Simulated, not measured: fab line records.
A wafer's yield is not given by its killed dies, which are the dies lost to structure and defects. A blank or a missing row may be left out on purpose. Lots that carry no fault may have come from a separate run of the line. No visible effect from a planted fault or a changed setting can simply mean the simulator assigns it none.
One fault seen from 2 desks / flow sky130 / numbers are kept per desk, each desk with only its own; the story behind them comes last

== AT THE METROLOGY DESK ==
What the gauges read for every lot (on any tool): the sampled wafers with a number, averaged. A lot is out of limits, marked OUT, if its mean lies more than 4 standard deviations from the usual mean; the brackets give that distance.
Columns: A = METAL2_ALCU_THK at SKY_METAL2_THK_MEAS_06, usual 253 nm; B = cd-nm at SKY_METAL2_CD_MEAS_15, usual 139.4 nm; C = METAL2_OVL at SKY_METAL2_OVL_MEAS_16, usual -2 nm
lot=L521; first seen here=day 35 13:59; A=251; B=138.9; C=-0
lot=L520; first seen here=day 35 19:49; A=257; B=143.1; C=3
lot=L525; first seen here=day 37 01:55; A=254; B=138.0; C=-0
lot=L531; first seen here=day 38 08:50; A=252; B=139.3; C=-4
lot=L535; first seen here=day 39 15:57; A=253; B=139.4; C=-1
lot=L540; first seen here=day 41 12:29; A=254; B=136.7; C=-9
Finding of this desk: none of the 6 lots has anything out of limits.

== FOR THE TOOL OWNER'S DESK: rie-metal-01 ==
The tool's own readings at SKY_METAL2_ETCH_18 (etches BARC in N2/H2, stops on SiO2, time 45.9 s, target depth 60 nm): means of the sampled wafers that have a number, for each lot that ran on this tool. A lot is out of limits, marked OUT, if its mean lies more than 4 standard deviations from the usual mean; the brackets give that distance.
Columns: A = drypump-motor-current-A at SKY_METAL2_ETCH_18, usual 5.7 A; B = n2-flow-sccm at SKY_METAL2_ETCH_18, usual 99.95 sccm; C = oes-product-au at SKY_METAL2_ETCH_18, usual 0.854 a.u.; D = run-length-s at SKY_METAL2_ETCH_18, usual 73.9 s; E = throttle-valve-pct at SKY_METAL2_ETCH_18, usual 13.225 %
lot=L521; first seen here=day 36 16:29; A=5.3; B=100.55; C=0.755 (-20) OUT; D=85.6 (+32) OUT; E=13.211
lot=L525; first seen here=day 38 03:38; A=5.2; B=99.81; C=0.761 (-19) OUT; D=85.5 (+31) OUT; E=13.211
lot=L535; first seen here=day 40 16:25; A=5.3; B=100.11; C=0.848; D=73.9; E=13.231
lot=L540; first seen here=day 42 11:36; A=5.4; B=99.86; C=0.858; D=73.9; E=13.221
Finding of this desk: L521, L525 out of limits; the first was L521 at day 36 16:29, on oes-product-au at SKY_METAL2_ETCH_18. In limits: L535, L540.

== PUT TOGETHER ==
The tool owner's desk could have raised an alarm at day 36 16:29, on L521, L525.
Nothing out of limits was seen by the metrology desk.
The metrology desk has L521, L525 on record, within its limits.
On rie-metal-01, each named lot ran SKY_METAL2_ETCH_18.

== WHAT THE SIMULATOR HAD PUT IN ==
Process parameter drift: rie-metal-01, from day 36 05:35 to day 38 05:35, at SKY_METAL2_ETCH_18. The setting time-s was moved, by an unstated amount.
Shown lots that were struck: L521, L525.
Each desk's first reading out of limits, in hours after the fault started: the tool owner's desk, 11.
